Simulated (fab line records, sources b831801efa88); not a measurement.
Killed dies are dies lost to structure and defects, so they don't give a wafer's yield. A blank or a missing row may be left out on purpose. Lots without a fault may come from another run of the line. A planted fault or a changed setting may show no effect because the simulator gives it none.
Problem report in the 8D (eight disciplines) form, filled by code | flow sky130 | the parts of the form that need people (team, actions taken, sign-off) are left out

1. THE PROBLEM
developer_temp_C at SKY_NWELL_DEVELOP_22 reads a mean of 25.35 C on 9 wafers of 3 lots; wafers without a fault read 23.01 C with a standard deviation of 0.12. That is +19 standard deviations from the usual mean.
The step: develop time 60 s.
First seen on wafer L282.2, day 9 14:00, on litho_track-03. The record holds 42 wafers of 14 lots with a number at this step. Rule for "out", or "out of limits": more than 4 standard deviations from the usual mean. The other wafers with a number count as sound.

2. WHAT IT IS AND WHAT IT IS NOT
question                    | is                     | is not
which readings at this step | developer_temp_C       | -
which lots                  | L282, L283, L284       | L266, L267, L268, L269, L270, L271, L272, L273, L275, L287, L288
which wafers of those lots  | all that have a number | -
read on which tools         | litho_track-03         | litho_track-01, litho_track-04
when                        | from day 9 14:00       | up to then (27 sound wafers); but 6 sound wafers of L287, L288 came after

3. SUSPECTS, AND WHAT RULES EACH OUT
Counting: a tool at a process step up to the reading stays a suspect if it ran every lot that is out and no sound lot after the first of them.
- litho_track-03 at SKY_NWELL_DEVELOP_22 (develop time 60 s): kept. It ran every lot that is out, first L282 (day 9 14:00), and no sound lot after that; its last sound lot up to then is L275 (day 7 19:00). Its own readings are out on those wafers: developer_temp_C.
Left after counting: litho_track-03 at SKY_NWELL_DEVELOP_22.

4. THE CAUSE (what the simulator had put in)
Process parameter drift: litho_track-03, from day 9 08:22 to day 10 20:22, at SKY_NWELL_DEVELOP_22. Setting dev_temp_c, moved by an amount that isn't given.
Counting left only this tool.

5. THE CHAIN OF EFFECTS, in route order
Each row: a reading whose mean over the struck wafers that have a number lies more than 3 standard deviations from the usual. Only readings for which the record gives a usual standard deviation are gone through. hours: the time from each lot's start at the first step in this table that gives one to its start at this step, as a median over the lots. sigmas: the change in usual standard deviations.
hours | step                 | reading          | usual   | on struck wafers | change | sigmas
0     | SKY_NWELL_DEVELOP_22 | developer_temp_C | 23.01 C | 25.35            | +2.34  | +19
The process steps in it:
- SKY_NWELL_DEVELOP_22: develop time 60 s.
Later measuring or inspecting steps at which every struck wafer that the step has a row for has a number for every such reading, and none has moved that far: SKY_VT_ADJUST_HVTR_OVL_MEAS_08, SKY_SD_P_CD_MEAS_07, SKY_SD_N_RS_MEAS_17.

6. WHAT WOULD HAVE CAUGHT IT SOONER
In this record the first reading out of limits was taken at day 9 14:00, 6 hours after the fault began at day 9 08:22.
